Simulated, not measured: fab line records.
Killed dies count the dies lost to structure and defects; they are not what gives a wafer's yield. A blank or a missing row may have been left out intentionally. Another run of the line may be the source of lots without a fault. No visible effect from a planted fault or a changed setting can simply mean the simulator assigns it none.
fab line records	flow sky130	part 1 of 2: steps 1 to 30 of 43
[record] lots = 5	wafers = 15	last_day = 50
route steps=708 shown CAPM@546 METAL3@555 VIA3@573
lots that met no fault: from a run of the same line without faults
start_h: hours from the record's opening day to when the first of the lot's shown wafers began	wait_h: hours elapsed since this lot's preceding step	" same as the row above	L1.1+2: a row that stands for several wafers	- no value, or no start given	* or withheld: withheld	< > ~ a bound
route shown NAME@n: a module of which the file shows steps, and the number in the route of the first	usual: mean/standard deviation taken from wafers without a fault	same: alike in all rows	chamber/n: place in a boat	sites: each site's reading	_std_site: the standard deviation of these	_edge_site: the outer-site mean with the inner-site mean subtracted	radius_mm: for every site, how far away it sits from the centre of the wafer	mask NAME#n: copy n	behind: the tool/chamber that last shaped the wafer	hold: why the lot was held/for how many hours/how that ended	device: the transistor (n, p or np) that didn't switch	end of line: the route-end tests of the same wafers	a step given without rows: its recipe and nothing more	killed: not the wafer's yield, but the dies lost to structure and defects at the first sort	map: dies across one wafer; x = killed, . = not, _ = none there
set.NAME: the run value of the setting; set.NAME@STEP: its run value at that earlier step	model.NAME: the simulator's own value behind a step, which no gauge read
lots at selected steps of the route; one table per step, one row per wafer
services: from which hour (start_h, from the record's first day; less than 0 if before it) a tool's chamber was out of use, for how many hours, and why
[[steps]]
[step SKY_CAPM_EXPOSE_09]
[recipe] mask_id = CAPM	na = 0.6	source_shape = conventional	sigma_outer = 0.6	polarization = unpolarized	target_cd_nm = 1000	dose_mj = 159
lot.wafer	tool	chamber	start_h	wait_h	mask
L078.2+3+6	iline_stepper-01	0	-	-	CAPM#0
L080.2+3+6	iline_stepper-01	0	-	-	CAPM#0
L088.1+2+5	iline_stepper-02	0	-	-	CAPM#0
L089.1+4+6	iline_stepper-02	0	-	-	CAPM#0
L094.1+2+5	iline_stepper-01	0	-	-	CAPM#0
[step SKY_CAPM_PEB_10]
[recipe] temp_c = withheld	time_s = *	resist = NOVOLAK
lot.wafer	tool	chamber	start_h	wait_h
L078.2+3+6	litho_track-03	0	-	-
L080.2+3+6	litho_track-01	0	-	-
L088.1+2+5	litho_track-02	0	-	-
L089.1+4+6	litho_track-02	0	-	-
L094.1+2+5	litho_track-03	0	-	-
[step SKY_CAPM_DEVELOP_11]
[recipe] resist = NOVOLAK	developer = TMAH	develop_time_s = 60	dev_temp_c = 23
lot.wafer	tool	chamber	start_h	wait_h
L078.2+3+6	litho_track-03	0	912.99	0.1
L080.2+3+6	litho_track-01	0	914.16	0.1
L088.1+2+5	litho_track-02	0	984.04	0.1
L089.1+4+6	litho_track-02	0	996.14	0.1
L094.1+2+5	litho_track-03	0	1018.47	0.1
[step SKY_CAPM_OVL_MEAS_12]
[usual] CAPM_OVL = 1.2/1.3
lot.wafer	tool	chamber	start_h	wait_h	CAPM_OVL[nm]
L078.2	overlay-02	-	913.12	0.1	-1.8
L078.3	"	-	"	"	2.2
L078.6	"	-	"	"	-0.2
L080.2	overlay-01	-	914.29	0.1	0.8
L080.3	"	-	"	"	0.2
L080.6	"	-	"	"	1.8
L088.1	overlay-02	-	984.19	0.1	-0.4
L088.2	"	-	"	"	2.4
L088.5	"	-	"	"	0.6
L089.1	overlay-01	-	996.29	0.1	1.5
L089.4	"	-	"	"	1.9
L089.6	"	-	"	"	1.1
L094.1	overlay-02	-	1018.62	0.1	0.6
L094.2	"	-	"	"	1.6
L094.5	"	-	"	"	1.0
[step SKY_CAPM_METAL_ETCH_13]
[recipe] target_depth_nm = 220	stop_on = SiO2	chemistry = Cl2/BCl3	target = TiN	pressure_mtorr = 10	icp_w = 900	bias_w = 48.5	Cl2_flow_sccm = 60	bcl3_flow_sccm = 30	time_s = 62.9
[usual] bcl3_flow_sccm = 30.01/0.1	drypump_motor_current_A = 5.8/0.61	oes_product_au = 0.945/0.0085	throttle_valve_pct = 21.900/0.01
lot.wafer	tool	chamber	start_h	wait_h	bcl3_flow_sccm	drypump_motor_current_A	oes_product_au	rf_hours_counter_h	throttle_valve_pct
L078.2	rie_metal-02	0	913.15	0.0	29.95	5.4	0.943	5	21.896
L078.3	"	0	"	"	29.96	5.4	0.954	-	21.894
L078.6	"	0	"	"	30.02	5.4	0.953	-	21.887
L080.2	rie_metal-04	1	914.32	0.0	30.11	6.3	0.939	14	21.903
L080.3	"	1	"	"	30.13	6.3	0.947	-	21.897
L080.6	"	0	"	"	29.96	5.0	0.941	-	21.903
L088.1	rie_metal-02	0	984.23	0.0	30.00	5.4	0.951	8	21.898
L088.2	"	1	"	"	30.14	6.5	0.943	11	21.906
L088.5	"	1	"	"	30.02	6.5	0.946	-	21.912
L089.1	rie_metal-04	0	996.33	0.0	29.89	5.0	0.934	11	21.907
L089.4	"	0	"	"	29.90	5.0	0.945	-	21.903
L089.6	"	0	"	"	29.81	5.0	0.937	-	21.909
L094.1	rie_metal-04	1	1018.65	0.0	29.88	6.2	0.947	18	21.899
L094.2	"	0	"	"	30.05	5.0	0.936	12	21.901
L094.5	"	1	"	"	29.93	6.3	0.946	-	21.885
[step SKY_CAPM_STRIP_14]
[recipe] chemistry = O2/N2	power_w = 1400	pressure_mtorr = 1500	platen_temp_c = withheld	o2_flow_sccm = 3000	n2_flow_sccm = 300	overash_fraction = 0.5
[usual] drypump_motor_current_A = 5.5/0.54	oes_product_au = 0.710/0.0048	strip_time_to_endpoint_s = 12.67/0.049
lot.wafer	tool	chamber	start_h	wait_h	drypump_motor_current_A	oes_product_au	rf_hours_counter_h	strip_time_to_endpoint_s
L078.2	plasma_asher-04	1	913.23	0.1	4.8	0.710	53	12.71
L078.3	"	1	"	"	4.8	0.704	-	12.67
L078.6	"	1	"	"	4.8	0.707	-	12.68
L080.2	plasma_asher-04	0	914.40	0.1	6.4	0.704	53	12.65
L080.3	"	0	"	"	6.4	0.707	-	12.64
L080.6	"	0	"	"	6.3	0.713	-	12.62
L088.1	plasma_asher-01	0	984.31	0.1	5.8	0.720	86	12.71
L088.2	"	1	"	"	5.7	0.699	86	12.69
L088.5	"	1	"	"	5.6	0.712	-	12.64
L089.1	plasma_asher-01	1	996.48	0.1	5.6	0.707	87	12.67
L089.4	"	0	"	"	5.8	0.707	-	12.65
L089.6	"	0	"	"	5.8	0.699	-	12.69
L094.1	plasma_asher-04	0	1018.73	0.1	6.4	0.710	63	12.59
L094.2	"	1	"	"	4.8	0.711	63	12.64
L094.5	"	1	"	"	4.8	0.714	-	12.64
[step SKY_CAPM_STRIP_15]
[recipe] chemistry = post_etch_residue_remover	time_s = 1200	temp_c = 72.5
lot.wafer	tool	chamber	start_h	wait_h
L078.2+3+6	wet_bench-02	1	913.33	0.1
L080.2+3+6	wet_bench-03	0	914.50	0.1
L088.1+2+5	wet_bench-04	1	984.41	0.1
L089.1+4+6	wet_bench-03	1	996.58	0.1
L094.1+2+5	wet_bench-03	3	1018.83	0.1
[step SKY_CAPM_CLEAN_16]
[recipe] chemistry = IPA	time_s = 180	temp_c = 25
lot.wafer	tool	chamber	start_h	wait_h
L078.2+3+6	wet_bench-02	3	913.67	0.0
L080.2+3+6	wet_bench-04	3	914.84	0.0
L088.1+2+5	wet_bench-04	2	984.75	0.0
L089.1+4+6	wet_bench-03	2	997.27	0.0
L094.1+2+5	wet_bench-04	1	1019.17	0.0
[step SKY_CAPM_CLEAN_17]
[recipe] chemistry = O3/DIW	dry = n2_spin
lot.wafer	tool	chamber	start_h	wait_h
L078.2+3+6	wet_bench-03	0	913.73	0.0
L080.2+3+6	wet_bench-02	1	914.90	0.0
L088.1+2+5	wet_bench-03	2	984.81	0.0
L089.1+4+6	wet_bench-03	2	997.38	0.0
L094.1+2+5	wet_bench-03	0	1019.23	0.0
[step SKY_METAL3_DEHYDRATE_05]
[recipe] temp_c = 200	time_s = 60
lot.wafer	tool	chamber	start_h	wait_h
L078.2+3+6	litho_track-03	0	926.79	13.0
L080.2+3+6	litho_track-04	0	928.08	13.1
L088.1+2+5	litho_track-01	0	996.09	11.1
L089.1+4+6	litho_track-03	0	1009.22	11.7
L094.1+2+5	litho_track-03	0	1030.07	10.7
[step SKY_METAL3_HMDS_06]
[recipe] prime_time_s = 60	prime_temp_c = 120
lot.wafer	tool	chamber	start_h	wait_h
L078.2+3+6	litho_track-03	0	926.94	0.1
L080.2+3+6	litho_track-04	0	928.23	0.1
L088.1+2+5	litho_track-01	0	996.24	0.1
L089.1+4+6	litho_track-03	0	1009.37	0.1
L094.1+2+5	litho_track-03	0	1030.22	0.1
[step SKY_METAL3_COAT_07]
[recipe] resist = BARC	temp_c = withheld	time_s = withheld	spin_rpm = 3000	resist_thk_nm = 60
lot.wafer	tool	chamber	start_h	wait_h
L078.2+3+6	litho_track-03	0	927.09	0.1
L080.2+3+6	litho_track-04	0	928.38	0.1
L088.1+2+5	litho_track-01	0	996.39	0.1
L089.1+4+6	litho_track-03	0	1009.52	0.1
L094.1+2+5	litho_track-03	0	1030.37	0.1
[step SKY_METAL3_COAT_08]
[recipe] resist = KrF-thick	spin_rpm = 3000	resist_thk_nm = 1140
lot.wafer	tool	chamber	start_h	wait_h
L078.2+3+6	litho_track-03	0	-	-
L080.2+3+6	litho_track-04	0	-	-
L088.1+2+5	litho_track-01	0	-	-
L089.1+4+6	litho_track-03	0	-	-
L094.1+2+5	litho_track-03	0	-	-
[step SKY_METAL3_SOFTBAKE_09]
[recipe] temp_c = 100	time_s = 90	resist = KrF-thick
lot.wafer	tool	chamber	start_h	wait_h
L078.2+3+6	litho_track-03	0	-	-
L080.2+3+6	litho_track-04	0	-	-
L088.1+2+5	litho_track-01	0	-	-
L089.1+4+6	litho_track-03	0	-	-
L094.1+2+5	litho_track-03	0	-	-
[step SKY_METAL3_EXPOSE_10]
[recipe] mask_id = MM3	na = 0.68	source_shape = annular	sigma_inner = 0.4	sigma_outer = 0.8	target_cd_nm = 300	dose_mj = 28
lot.wafer	tool	chamber	start_h	wait_h	mask
L078.2+3+6	krf_scanner-02	0	-	-	MM3#0
L080.2+3+6	krf_scanner-01	0	-	-	MM3#0
L088.1+2+5	krf_scanner-01	0	-	-	MM3#0
L089.1+4+6	krf_scanner-02	0	-	-	MM3#0
L094.1+2+5	krf_scanner-02	0	-	-	MM3#0
[step SKY_METAL3_PEB_11]
[recipe] peb_temp_c = withheld	peb_time_s = withheld	resist = KrF-thick
lot.wafer	tool	chamber	start_h	wait_h
L078.2+3+6	litho_track-04	0	-	-
L080.2+3+6	litho_track-03	0	-	-
L088.1+2+5	litho_track-01	0	-	-
L089.1+4+6	litho_track-01	0	-	-
L094.1+2+5	litho_track-03	0	-	-
[step SKY_METAL3_DEVELOP_12]
[recipe] develop_time_s = 60	resist = KrF-thick	dev_temp_c = 21
lot.wafer	tool	chamber	start_h	wait_h
L078.2+3+6	litho_track-04	0	-	-
L080.2+3+6	litho_track-03	0	-	-
L088.1+2+5	litho_track-01	0	-	-
L089.1+4+6	litho_track-01	0	-	-
L094.1+2+5	litho_track-03	0	-	-
[step SKY_METAL3_CD_MEAS_13]
[recipe] target_cd_nm = 300
[usual] cd_nm = 300.2/1.4
lot.wafer	tool	chamber	start_h	wait_h	cd_nm
L078.2	cd_sem-01	-	938.97	-	300.7
L078.3	"	-	"	"	301.1
L078.6	"	-	"	"	301.4
L080.2	cd_sem-01	-	940.54	-	301.5
L080.3	"	-	"	"	301.5
L080.6	"	-	"	"	302.2
L088.1	cd_sem-02	-	1008.74	-	300.5
L088.2	"	-	"	"	300.2
L088.5	"	-	"	"	299.0
L089.1	cd_sem-01	-	1020.04	-	299.7
L089.4	"	-	"	"	298.8
L089.6	"	-	"	"	299.9
L094.1	cd_sem-02	-	1041.27	-	300.1
L094.2	"	-	"	"	300.2
L094.5	"	-	"	"	298.6
[step SKY_METAL3_OVL_MEAS_14]
[usual] METAL3_OVL = 1/4.7
lot.wafer	tool	chamber	start_h	wait_h	METAL3_OVL[nm]
L078.2	overlay-01	-	939.08	0.1	6
L078.3	"	-	"	"	-1
L078.6	"	-	"	"	0
L080.2	overlay-01	-	940.64	0.1	-4
L080.3	"	-	"	"	-10
L080.6	"	-	"	"	1
L088.1	overlay-01	-	1008.86	0.1	-4
L088.2	"	-	"	"	2
L088.5	"	-	"	"	-1
L089.1	overlay-01	-	1020.16	0.1	-2
L089.4	"	-	"	"	-1
L089.6	"	-	"	"	-2
L094.1	overlay-01	-	1041.39	0.1	0
L094.2	"	-	"	"	-6
L094.5	"	-	"	"	-7
[step SKY_METAL3_DESCUM_15]
[recipe] chemistry = O2	source_power_w = 150	bias_power_w = 0	pressure_mtorr = 10	temp_c = 40	time_s = 8
[usual] drypump_motor_current_A = 5.6/0.49	oes_product_au = 0.997/0.011
lot.wafer	tool	chamber	start_h	wait_h	drypump_motor_current_A	oes_product_au	rf_hours_counter_h
L078.2	rie_metal-03	1	939.11	0.0	5.5	0.983	5
L078.3	"	1	"	"	5.4	0.988	-
L078.6	"	1	"	"	5.4	0.983	-
L080.2	rie_metal-01	1	940.67	0.0	6.3	0.991	11
L080.3	"	1	"	"	6.2	0.989	-
L080.6	"	0	"	"	5.1	0.993	-
L088.1	rie_metal-01	1	1008.89	0.0	6.3	0.972	15
L088.2	"	0	"	"	5.1	0.986	20
L088.5	"	1	"	"	6.2	0.977	-
L089.1	rie_metal-04	0	1020.19	0.0	5.0	1.005	12
L089.4	"	1	"	"	6.3	1.017	-
L089.6	"	1	"	"	6.2	1.011	-
L094.1	rie_metal-01	1	1041.43	0.0	6.3	0.983	18
L094.2	"	0	"	"	5.1	0.992	20
L094.5	"	1	"	"	6.3	0.977	-
[step SKY_METAL3_ETCH_16]
[recipe] chemistry = N2/H2	target = BARC	ion_energy_ev = 200	bias_w = 100	pressure_mtorr = 30	n2_flow_sccm = 100	h2_flow_sccm = 200	icp_w = 500	stop_on = SiO2	time_s = 88.2	target_depth_a = 600
[usual] drypump_motor_current_A = 5.6/0.49	oes_product_au = 0.626/0.0046	throttle_valve_pct = 13.206/0.009
lot.wafer	tool	chamber	start_h	wait_h	drypump_motor_current_A	oes_product_au	rf_hours_counter_h	throttle_valve_pct
L078.2	rie_metal-03	1	939.14	0.0	5.4	0.631	5	13.202
L078.3	"	1	"	"	5.5	0.631	-	13.219
L078.6	"	1	"	"	5.5	0.622	-	13.204
L080.2	rie_metal-01	1	940.71	0.0	6.3	0.627	11	13.217
L080.3	"	1	"	"	6.3	0.636	-	13.197
L080.6	"	0	"	"	5.1	0.636	-	13.208
L088.1	rie_metal-01	1	1008.92	0.0	6.2	0.633	15	13.200
L088.2	"	0	"	"	5.1	0.622	20	13.213
L088.5	"	1	"	"	6.3	0.616	-	13.204
L089.1	rie_metal-04	0	1020.22	0.0	5.0	0.621	12	13.208
L089.4	"	1	"	"	6.3	0.632	-	13.192
L089.6	"	1	"	"	6.2	0.622	-	13.213
L094.1	rie_metal-01	1	1041.46	0.0	6.2	0.625	18	13.198
L094.2	"	0	"	"	5.1	0.630	20	13.212
L094.5	"	1	"	"	6.2	0.623	-	13.208
[step SKY_METAL3_ETCH_17]
[recipe] target = SiO2	stop_on = TiN	chemistry = C4F8/O2/Ar	source_w = 1500	bias_w = 1200	pressure_mtorr = 40	c4f8_flow_sccm = withheld	O2_flow_sccm = 6	Ar_flow_sccm = 300	time_s = 3.9	target_depth_a = 150
[usual] oes_product_au = 0.755/0.0072
lot.wafer	tool	chamber	start_h	wait_h	oes_product_au	rf_hours_counter_h
L078.2	rie_diel-01	0	939.24	0.1	0.754	24
L078.3	"	3	"	"	0.752	9
L078.6	"	1	"	"	0.764	-
L080.2	rie_diel-03	2	940.80	0.1	0.756	4
L080.3	"	3	"	"	0.754	11
L080.6	"	2	"	"	0.752	-
L088.1	rie_diel-03	1	1009.02	0.1	0.756	17
L088.2	"	0	"	"	0.760	16
L088.5	"	0	"	"	0.762	-
L089.1	rie_diel-03	2	1020.32	0.1	0.764	6
L089.4	"	0	"	"	0.754	16
L089.6	"	1	"	"	0.753	-
L094.1	rie_diel-03	3	1041.56	0.1	0.758	14
L094.2	"	1	"	"	0.747	18
L094.5	"	2	"	"	0.755	-
[step SKY_METAL3_METAL_ETCH_18]
[recipe] target_depth_a = 8450	stop_on = SiO2	over_etch_frac = 0.3	time_s = 183.1	chemistry = Cl2/BCl3	resist_sidewall_deg = 88	pressure_mtorr = 10	icp_w = 900	bias_w = 48.5	Cl2_flow_sccm = 60	bcl3_flow_sccm = 30
[usual] bcl3_flow_sccm = 30.00/0.099	drypump_motor_current_A = 5.6/0.52	oes_product_au = 0.865/0.0058	throttle_valve_pct = 22.264/0.0086
lot.wafer	tool	chamber	start_h	wait_h	bcl3_flow_sccm	drypump_motor_current_A	oes_product_au	rf_hours_counter_h	throttle_valve_pct
L078.2	rie_metal-04	0	939.26	0.0	30.09	5.0	0.867	6	22.266
L078.3	"	1	"	"	30.04	6.3	0.862	-	22.289
L078.6	"	0	"	"	30.13	5.0	0.873	-	22.265
L080.2	rie_metal-03	0	940.82	0.0	30.02	5.8	0.861	7	22.270
L080.3	"	1	"	"	30.07	5.5	0.866	-	22.273
L080.6	"	1	"	"	29.98	5.5	0.868	-	22.262
L088.1	rie_metal-04	1	1009.04	0.0	29.93	6.3	0.864	17	22.265
L088.2	"	0	"	"	30.02	5.0	0.860	11	22.261
L088.5	"	0	"	"	30.01	5.0	0.868	-	22.254
L089.1	rie_metal-01	1	1020.34	0.0	29.99	6.2	0.864	16	22.268
L089.4	"	1	"	"	29.95	6.2	0.874	-	22.268
L089.6	"	1	"	"	29.93	6.2	0.873	-	22.247
L094.1	rie_metal-03	1	1041.57	0.0	30.04	5.5	0.858	10	22.249
L094.2	"	0	"	"	29.90	5.7	0.869	12	22.246
L094.5	"	0	"	"	29.79	5.8	0.859	-	22.262
[step SKY_METAL3_STRIP_19]
[recipe] chemistry = O2/N2	power_w = 1400	pressure_mtorr = 1500	platen_temp_c = withheld	o2_flow_sccm = 3000	n2_flow_sccm = 300	overash_fraction = 0.5
[usual] drypump_motor_current_A = 5.5/0.56	oes_product_au = 0.504/0.0061	strip_time_to_endpoint_s = 6.56/0.091
lot.wafer	tool	chamber	start_h	wait_h	drypump_motor_current_A	oes_product_au	rf_hours_counter_h	strip_time_to_endpoint_s
L078.2	plasma_asher-03	0	939.43	0.1	5.7	0.502	112	6.45
L078.3	"	0	"	"	5.7	0.500	-	6.48
L078.6	"	1	"	"	6.2	0.501	-	6.50
L080.2	plasma_asher-02	0	941.00	0.1	5.2	0.500	13	6.50
L080.3	"	1	"	"	5.0	0.511	-	6.59
L080.6	"	1	"	"	5.0	0.505	-	6.63
L088.1	plasma_asher-03	0	1009.22	0.1	5.7	0.498	119	6.41
L088.2	"	1	"	"	6.2	0.504	119	6.51
L088.5	"	0	"	"	5.7	0.500	-	6.42
L089.1	plasma_asher-04	1	1020.70	0.3	4.8	0.509	63	6.75
L089.4	"	0	"	"	6.4	0.507	-	6.70
L089.6	"	1	"	"	4.9	0.500	-	6.67
L094.1	plasma_asher-03	1	1041.75	0.1	6.2	0.501	122	6.61
L094.2	"	0	"	"	5.7	0.495	122	6.47
L094.5	"	0	"	"	5.7	0.496	-	6.49
[step SKY_METAL3_STRIP_20]
[recipe] chemistry = post_etch_residue_remover	time_s = 1200	temp_c = 72.5
lot.wafer	tool	chamber	start_h	wait_h
L078.2+3+6	wet_bench-01	3	939.53	0.1
L080.2+3+6	wet_bench-04	0	941.10	0.1
L088.1+2+5	wet_bench-04	2	1009.32	0.1
L089.1+4+6	wet_bench-01	3	1020.80	0.1
L094.1+2+5	wet_bench-04	3	1041.85	0.1
[step SKY_METAL3_CLEAN_21]
[recipe] chemistry = IPA	time_s = 180	temp_c = 25
lot.wafer	tool	chamber	start_h	wait_h
L078.2+3+6	wet_bench-01	3	939.88	0.0
L080.2+3+6	wet_bench-01	2	941.44	0.0
L088.1+2+5	wet_bench-02	2	1009.66	0.0
L089.1+4+6	wet_bench-04	2	1021.14	0.0
L094.1+2+5	wet_bench-01	0	1042.19	0.0
[step SKY_METAL3_CLEAN_22]
[recipe] chemistry = O3/DIW	dry = n2_spin
lot.wafer	tool	chamber	start_h	wait_h
L078.2+3+6	wet_bench-04	0	939.93	0.0
L080.2+3+6	wet_bench-02	1	941.56	0.0
L088.1+2+5	wet_bench-01	0	1009.78	0.0
L089.1+4+6	wet_bench-01	1	1021.20	0.0
L094.1+2+5	wet_bench-04	0	1042.25	0.0
[step SKY_VIA3_HDPCVD_00]
[recipe] material = SiO2	target_thk_nm = 1635	sigma_open_frac = 0.3	time_s = 272.5	temp_c = 400	sih4_flow_sccm = 60	pressure_mtorr = 6
[usual] susceptor_temp_C = 400.01/0.21
lot.wafer	tool	chamber	start_h	wait_h	susceptor_temp_C
L078.2	hdpcvd-02	0	940.03	0.0	400.26
L078.3	"	2	"	"	399.94
L078.6	"	1	"	"	400.15
L080.2	hdpcvd-01	0	941.66	0.0	400.01
L080.3	"	2	"	"	399.73
L080.6	"	0	"	"	400.12
L088.1	hdpcvd-02	0	1009.87	0.0	400.04
L088.2	"	1	"	"	400.35
L088.5	"	1	"	"	399.96
L089.1	hdpcvd-02	0	1021.29	0.0	399.89
L089.4	"	1	"	"	400.17
L089.6	"	0	"	"	399.51
L094.1	hdpcvd-02	2	1042.34	0.0	399.70
L094.2	"	0	"	"	400.00
L094.5	"	2	"	"	399.82
[step SKY_VIA3_THK_MEAS_01]
[recipe] reads = SiO2_of_VIA3_HDPCVD_00
[usual] VIA3_HDPCVD_THK = 1634/18
lot.wafer	tool	chamber	start_h	wait_h	VIA3_HDPCVD_THK[nm]
L078.2	film_metro-01	-	940.20	0.1	1634
L078.3	"	-	"	"	1628
L078.6	"	-	"	"	1612
L080.2	film_metro-01	-	941.84	0.1	1631
L080.3	"	-	"	"	1623
L080.6	"	-	"	"	1637
L088.1	film_metro-02	-	1010.04	0.1	1645
L088.2	"	-	"	"	1598
L088.5	"	-	"	"	1621
L089.1	film_metro-03	-	1021.46	0.1	1625
L089.4	"	-	"	"	1611
L089.6	"	-	"	"	1643
L094.1	film_metro-01	-	1042.51	0.1	1640
L094.2	"	-	"	"	1668
L094.5	"	-	"	"	1649
[step SKY_VIA3_CMP_02]
[recipe] material = SiO2	down_force_psi = 4	platen_rpm = 60	pad_velocity_m_s = 0.94248
[usual] motor_current_A = 12.3/0.68	platen_rpm = 60.00/0.039
lot.wafer	tool	chamber	start_h	wait_h	motor_current_A	platen_rpm
L078.3	cmp-01	3	940.25	0.0	12.9	59.96
L078.2	"	0	"	"	10.8	59.99
L078.6	"	0	"	"	11.0	60.00
L080.2	cmp-02	3	941.99	0.1	13.2	60.04
L080.3	"	0	"	"	11.4	59.98
L080.6	"	1	"	"	12.1	59.94
L088.2	cmp-01	1	1010.20	0.1	11.3	60.01
L088.1	"	2	"	"	13.0	60.02
L088.5	"	3	"	"	12.8	60.01
L089.1	cmp-02	2	1021.52	0.1	12.4	59.97
L089.4	"	3	"	"	12.2	59.98
L089.6	"	2	"	"	12.4	60.01
L094.2	cmp-02	0	1042.67	0.1	12.3	60.04
L094.1	"	1	"	"	12.4	59.90
L094.5	"	3	"	"	12.9	60.11
